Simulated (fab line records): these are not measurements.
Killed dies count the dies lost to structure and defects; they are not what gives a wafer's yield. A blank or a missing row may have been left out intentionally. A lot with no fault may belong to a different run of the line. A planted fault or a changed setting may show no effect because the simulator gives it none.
Which tool was responsible? / flow sky130 / Sampling: 11 lots, 33 wafers, 5 of 708 route steps

WHAT EACH GAUGE READ, for each wafer
SKY_VT_ADJUST_LVTN_OVL_MEAS_18. Usual: for VT_ADJUST_LVTN_01_OVL the level is -0.3 nm and the standard deviation is 1.5.
lot=L284; measured=day 8 02:56; on=overlay-02; VT_ADJUST_LVTN_01_OVL (nm)=-2.1 -0.9 -0.2; flag=
lot=L285; measured=day 8 10:43; on=overlay-02; VT_ADJUST_LVTN_01_OVL (nm)=-1.3 -1.2 -0.6; flag=
lot=L286; measured=day 8 20:02; on=overlay-01; VT_ADJUST_LVTN_01_OVL (nm)=1.2 -1.3 -0.9; flag=
lot=L287; measured=day 8 22:14; on=overlay-01; VT_ADJUST_LVTN_01_OVL (nm)=-1.1 0.2 0.5; flag=
lot=L289; measured=day 9 14:31; on=overlay-01; VT_ADJUST_LVTN_01_OVL (nm)=-1.8 -2.1 -1.9; flag=
lot=L291; measured=day 10 02:56; on=overlay-01; VT_ADJUST_LVTN_01_OVL (nm)=-0.5 -1.4 0.2; flag=
lot=L293; measured=day 10 20:56; on=overlay-02; VT_ADJUST_LVTN_01_OVL (nm)=-2.5 -2.3 -2.2; flag=
lot=L295; measured=day 11 07:37; on=overlay-01; VT_ADJUST_LVTN_01_OVL (nm)=- - -; flag=OFF
lot=L298; measured=day 12 03:22; on=overlay-02; VT_ADJUST_LVTN_01_OVL (nm)=-1.4 -1.7 -1.8; flag=
lot=L304; measured=day 13 18:56; on=overlay-02; VT_ADJUST_LVTN_01_OVL (nm)=0.3 0.2 -1.9; flag=
lot=L305; measured=day 14 03:41; on=overlay-02; VT_ADJUST_LVTN_01_OVL (nm)=2.3 3.5 3.3; flag=

SKY_VT_ADJUST_LVTN_TW_MEAS_21. Usual: for VT_ADJUST_LVTN_2_TW the level is 189.6 and the standard deviation is 1.9.
lot=L284; measured=day 8 03:13; on=filmMetro-03; VT_ADJUST_LVTN_2_TW=187.5 187.9 188.1; flag=
lot=L285; measured=day 8 11:02; on=filmMetro-03; VT_ADJUST_LVTN_2_TW=187.9 187.6 188.2; flag=
lot=L286; measured=day 8 20:19; on=filmMetro-01; VT_ADJUST_LVTN_2_TW=191.3 191.5 191.7; flag=
lot=L287; measured=day 8 22:32; on=filmMetro-01; VT_ADJUST_LVTN_2_TW=191.3 192.6 192.2; flag=
lot=L289; measured=day 9 14:49; on=filmMetro-03; VT_ADJUST_LVTN_2_TW=188.3 189.0 189.0; flag=
lot=L291; measured=day 10 03:14; on=filmMetro-01; VT_ADJUST_LVTN_2_TW=191.1 191.3 190.7; flag=
lot=L293; measured=day 10 21:13; on=filmMetro-03; VT_ADJUST_LVTN_2_TW=188.9 188.4 187.6; flag=
lot=L295; measured=day 11 07:55; on=filmMetro-01; VT_ADJUST_LVTN_2_TW=30.6 30.6 30.6; flag=OFF
lot=L298; measured=day 12 03:39; on=filmMetro-03; VT_ADJUST_LVTN_2_TW=189.3 189.1 188.2; flag=
lot=L304; measured=day 13 19:14; on=filmMetro-01; VT_ADJUST_LVTN_2_TW=189.5 191.9 189.9; flag=
lot=L305; measured=day 14 03:59; on=filmMetro-03; VT_ADJUST_LVTN_2_TW=187.1 188.3 187.6; flag=

SKY_LDD_LDN_TW_MEAS_13. Usual: for LDD_LDN_TW the level is 1480 and the standard deviation is 16.
lot=L284; measured=day 23 08:57; on=filmMetro-01; LDD_LDN_TW=1503 1500 1506; flag=
lot=L285; measured=day 23 20:59; on=filmMetro-03; LDD_LDN_TW=1480 1487 1480; flag=
lot=L286; measured=day 24 05:01; on=filmMetro-01; LDD_LDN_TW=1513 1506 1503; flag=
lot=L287; measured=day 24 09:07; on=filmMetro-04; LDD_LDN_TW=1458 1460 1459; flag=
lot=L289; measured=day 25 04:08; on=filmMetro-04; LDD_LDN_TW=1472 1468 1478; flag=
lot=L291; measured=day 25 21:44; on=filmMetro-03; LDD_LDN_TW=1462 1464 1468; flag=
lot=L293; measured=day 27 01:24; on=filmMetro-03; LDD_LDN_TW=1460 1460 1460; flag=
lot=L295; measured=day 27 10:16; on=filmMetro-03; LDD_LDN_TW=1457 1457 1456; flag=
lot=L298; measured=day 28 09:46; on=filmMetro-03; LDD_LDN_TW=1468 1474 1468; flag=
lot=L304; measured=day 30 11:35; on=filmMetro-04; LDD_LDN_TW=1478 1472 1479; flag=
lot=L305; measured=day 30 14:35; on=filmMetro-01; LDD_LDN_TW=1499 1499 1493; flag=

EACH LOT AND THE TOOL THAT RAN IT (in order: tool; ch and the chambers of the sampled wafers; start)
lot=L284; SKY_VT_ADJUST_LVTN_EXPOSE_15=ilineStepper-02 ch 0, day 7 16:56; SKY_POLY_GATE_ETCH_16=rieDiel-04 ch 0,1,2, day 16 19:10
lot=L285; SKY_VT_ADJUST_LVTN_EXPOSE_15=ilineStepper-02 ch 0, day 8 00:58; SKY_POLY_GATE_ETCH_16=rieDiel-04 ch 1,2,3, day 17 07:06
lot=L286; SKY_VT_ADJUST_LVTN_EXPOSE_15=ilineStepper-01 ch 0, day 8 09:55; SKY_POLY_GATE_ETCH_16=rieDiel-01 ch 0,1,2, day 17 16:42
lot=L287; SKY_VT_ADJUST_LVTN_EXPOSE_15=ilineStepper-01 ch 0, day 8 11:20; SKY_POLY_GATE_ETCH_16=rieDiel-01 ch 0,2,3, day 17 19:51
lot=L289; SKY_VT_ADJUST_LVTN_EXPOSE_15=ilineStepper-01 ch 0, day 9 04:05; SKY_POLY_GATE_ETCH_16=rieDiel-04 ch 0,2,3, day 18 13:27
lot=L291; SKY_VT_ADJUST_LVTN_EXPOSE_15=ilineStepper-02 ch 0, day 9 16:32; SKY_POLY_GATE_ETCH_16=rieDiel-01 ch 1,2,3, day 19 11:09
lot=L293; SKY_VT_ADJUST_LVTN_EXPOSE_15=ilineStepper-02 ch 0, day 10 10:07; SKY_POLY_GATE_ETCH_16=rieDiel-01 ch 0,1,3, day 20 13:18
lot=L295; SKY_VT_ADJUST_LVTN_EXPOSE_15=ilineStepper-02 ch 0, day 10 20:29; SKY_POLY_GATE_ETCH_16=rieDiel-04 ch 0,2,3, day 21 01:30
lot=L298; SKY_VT_ADJUST_LVTN_EXPOSE_15=ilineStepper-02 ch 0, day 11 16:10; SKY_POLY_GATE_ETCH_16=rieDiel-02 ch 0,1,3, day 22 03:15
lot=L304; SKY_VT_ADJUST_LVTN_EXPOSE_15=ilineStepper-02 ch 0, day 13 06:44; SKY_POLY_GATE_ETCH_16=rieDiel-02 ch 0,3, day 24 05:03
lot=L305; SKY_VT_ADJUST_LVTN_EXPOSE_15=ilineStepper-01 ch 0, day 13 14:58; SKY_POLY_GATE_ETCH_16=rieDiel-02 ch 0,1,3, day 24 11:51
- SKY_VT_ADJUST_LVTN_EXPOSE_15: exposes mask HVN STD DERIVED, target cd 600 nm.
- SKY_POLY_GATE_ETCH_16: etches Si3N4 in CH3F/O2, stops on poly-Si, time 147.5 s, target depth 75 nm.

AS READ BY THE TOOLS THEMSELVES (means over the sampled wafers that have a number; for cases with no such wafer, the mark the record gives instead)
SKY_POLY_GATE_ETCH_16. Usual: drypumpMotorCurrentA 5.74 A, standard deviation 0.29; oesProductAu 0.640 a.u., standard deviation 0.0053; throttleValvePct 10.537 %, standard deviation 0.0088.
lot=L284; tool=rieDiel-04; drypumpMotorCurrentA (A)=5.82; oesProductAu (a.u.)=0.643; throttleValvePct (%)=10.536; flag=
lot=L285; tool=rieDiel-04; drypumpMotorCurrentA (A)=5.85; oesProductAu (a.u.)=0.636; throttleValvePct (%)=10.536; flag=
lot=L286; tool=rieDiel-01; drypumpMotorCurrentA (A)=5.87; oesProductAu (a.u.)=0.637; throttleValvePct (%)=10.534; flag=
lot=L287; tool=rieDiel-01; drypumpMotorCurrentA (A)=5.65; oesProductAu (a.u.)=0.643; throttleValvePct (%)=10.533; flag=
lot=L289; tool=rieDiel-04; drypumpMotorCurrentA (A)=5.87; oesProductAu (a.u.)=0.644; throttleValvePct (%)=10.536; flag=
lot=L291; tool=rieDiel-01; drypumpMotorCurrentA (A)=5.88; oesProductAu (a.u.)=0.634; throttleValvePct (%)=10.541; flag=
lot=L293; tool=rieDiel-01; drypumpMotorCurrentA (A)=5.61; oesProductAu (a.u.)=0.636; throttleValvePct (%)=10.539; flag=
lot=L295; tool=rieDiel-04; drypumpMotorCurrentA (A)=5.88; oesProductAu (a.u.)=0.635; throttleValvePct (%)=10.532; flag=
lot=L298; tool=rieDiel-02; drypumpMotorCurrentA (A)=5.82; oesProductAu (a.u.)=0.634; throttleValvePct (%)=10.545; flag=
lot=L304; tool=rieDiel-02; drypumpMotorCurrentA (A)=5.83; oesProductAu (a.u.)=0.638; throttleValvePct (%)=10.532; flag=
lot=L305; tool=rieDiel-02; drypumpMotorCurrentA (A)=5.80; oesProductAu (a.u.)=0.646; throttleValvePct (%)=10.545; flag=

THE ANSWER, worked out from the rows above alone
Rule: a lot is off if the mean of its wafers that have a number lies more than 3 standard deviations from the usual mean. Also off: a lot with no number at a reading for which 4 or more lots have one. Where the step has rows for the other lots, those lots are counted as sound. After the gauges, taken in route order, come the tools' own readings; for these a lot's mean is taken, as printed above. At the first step where some lot is off, the reading lying furthest off is the one used; lots without a number count as furthest.
Off: at SKY_VT_ADJUST_LVTN_OVL_MEAS_18 (VT_ADJUST_LVTN_01_OVL), L295. Without a number there: L295.
A tool fits if, at a process step before that reading, it ran every lot that is off, and no sound lot after the first of them. The gauges at SKY_VT_ADJUST_LVTN_OVL_MEAS_18 aren't tried: what is off there is off at SKY_VT_ADJUST_LVTN_TW_MEAS_21 too, on other tools, and a gauge's error can't cause that. Of those tried, none fits.

WHAT THE SIMULATOR PUT IN
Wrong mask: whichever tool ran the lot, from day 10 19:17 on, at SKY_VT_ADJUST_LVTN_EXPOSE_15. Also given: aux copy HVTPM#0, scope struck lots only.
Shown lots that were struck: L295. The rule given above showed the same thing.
